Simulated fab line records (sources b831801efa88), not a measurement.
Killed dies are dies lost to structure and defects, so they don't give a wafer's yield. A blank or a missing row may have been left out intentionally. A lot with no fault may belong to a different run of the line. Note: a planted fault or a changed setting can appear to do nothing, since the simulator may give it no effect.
A lot that was struck, set against a sound lot | flow sky130 | 16 out of 708 route steps
Sound: these wafers, L560.1, L560.2, L560.3. Wafers L562.3, L562.4, L562.6 were the ones struck. The cause comes at the end.
Per side, at each step with rows, come the tool, then ch with its chambers, and then its first start. Under that, the readings that differ: sound wafers | struck wafers | difference of the means | sigmas: that difference in standard deviations of wafers without a fault.
alike: readings whose means differ by less than 2 such deviations, and words and numbers that are the same on both sides. not compared: withheld readings, readings that some wafer has no value for, bounds like >300 that may hide the same value, and numbers for which the record gives no deviation and whose values overlap.
The two part at a step that has a row with sigmas, a row that says differs or no value, or rows on one side only. When numbers do not overlap yet have no deviation, they are printed without sigmas and do not part them. Lack of a reading on every wafer of one side parts them only where that side has two or more wafers.

first, 3 steps without rows for these wafers: SKY_FIELD_ISO_EXPOSE_10 (exposes mask FOM, target cd 150 nm); SKY_FIELD_ISO_PEB_11; SKY_FIELD_ISO_DEVELOP_12 (develop time 60 s).
SKY_FIELD_ISO_CD_MEAS_13: the cd target is 150 nm.
  sound on cd sem-02 at day 5 06:13; struck on cd sem-01 at day 5 16:25
  alike: cd nm
SKY_FIELD_ISO_ETCH_14: etches BARC in N2/H2, stops on SiO2, time 45.9 s, target depth 60 nm.
  sound on rie diel-04 ch 0,1,2, day 5 06:20; struck on rie diel-04 ch 0,2, day 5 16:29
  alike: drypump motor current A, h2 flow sccm, oes product au, throttle valve pct
  not compared: rf hours counter h
SKY_FIELD_ISO_ETCH_15: etches the open film in CHF3/O2, stops on Si, target depth 180 nm, time 72 s.
  sound on rie diel-04 ch 0,1,2, day 5 06:22; struck on rie diel-04 ch 0,2, day 5 16:32
  alike: drypump motor current A, oes product au, throttle valve pct
  not compared: rf hours counter h
SKY_FIELD_ISO_STRIP_16: strips in O2/N2.
  sound on plasma asher-01 ch 0,1, day 5 06:26; struck on plasma asher-01 ch 0,1, day 5 16:38
  alike: drypump motor current A, oes product au, strip time to endpoint s
  not compared: rf hours counter h
SKY_FIELD_ISO_ETCH_17: etches Si in HBr/Cl2/O2, target depth 342 nm, time 97.7 s.
  sound on rie si-01 ch 0,1,2, day 5 06:32; struck on rie si-01 ch 1,2, day 5 16:41
  alike: drypump motor current A, oes product au, throttle valve pct
  not compared: rf hours counter h
then, 4 steps without rows for these wafers: SKY_FIELD_ISO_WET_ETCH_18 (etches Si3N4 in H3PO4, target depth 25 nm, time 286 s); SKY_FIELD_ISO_CLEAN_19 (cleans in SC1/SC2, time 150 s); SKY_FIELD_ISO_CLEAN_20 (cleans in dHF, time 20 s); SKY_FIELD_ISO_WET_ETCH_21 (etches SiO2 in dHF, target depth 20 nm, time 400 s).
SKY_FIELD_ISO_OXIDATION_22: stabilise 600 s, purge 300 s, target thk 10 nm.
  sound on furnace-01 ch 0, day 5 06:53; struck on furnace-02 ch 0, day 5 18:47
  reading                                          | sound             | struck            | difference | sigmas
  ox time s (s)                                    | 623 623 623       | 934.5 934.5 934.5 | +311.5     |
  model.SiO2_of_FIELD_ISO_OXIDATION_22.thk nm (nm) | 10.07 10.19 10.13 | 13.28 13.35 13.23 | +3.16      |
  alike: spike tc bottom C
SKY_FIELD_ISO_THK_MEAS_23:
  sound on film metro-01 at day 5 08:04; struck on film metro-03 at day 5 19:59
  reading                         | sound             | struck            | difference | sigmas
  FIELD_ISO_OXIDATION_01_THK (nm) | 10.12 10.17 10.12 | 13.24 13.30 13.19 | +3.11      | +14
then, 1 step without rows for these wafers: SKY_FIELD_ISO_CVD_24 (deposits SiO2, target thk 595 nm, time 99.2 s).
-- here the record skips 44 days between the struck wafers' starts before and after, leaving off in module FIELD_ISO and picking up in module PAD_OPEN (first step shown: number 708 of the route) --
SKY_PAD_OPEN_PROBE_99:
  sound on prober-01 at day 49 06:41; struck on prober-01 at day 49 13:59
  alike: killed_at_M0_to_M3, killed_at_M4_up, killed at contacts, killed at front end, killed at other, killed dies, killed open, killed short
  not compared: model.etest.sram nfet pass.off log10 a um

## WHERE THEY PART
Within this record, at SKY_FIELD_ISO_THK_MEAS_23 only. Later steps at which nothing parts them and some readings are alike: SKY_PAD_OPEN_PROBE_99.

WHY: what had been put in by the simulator
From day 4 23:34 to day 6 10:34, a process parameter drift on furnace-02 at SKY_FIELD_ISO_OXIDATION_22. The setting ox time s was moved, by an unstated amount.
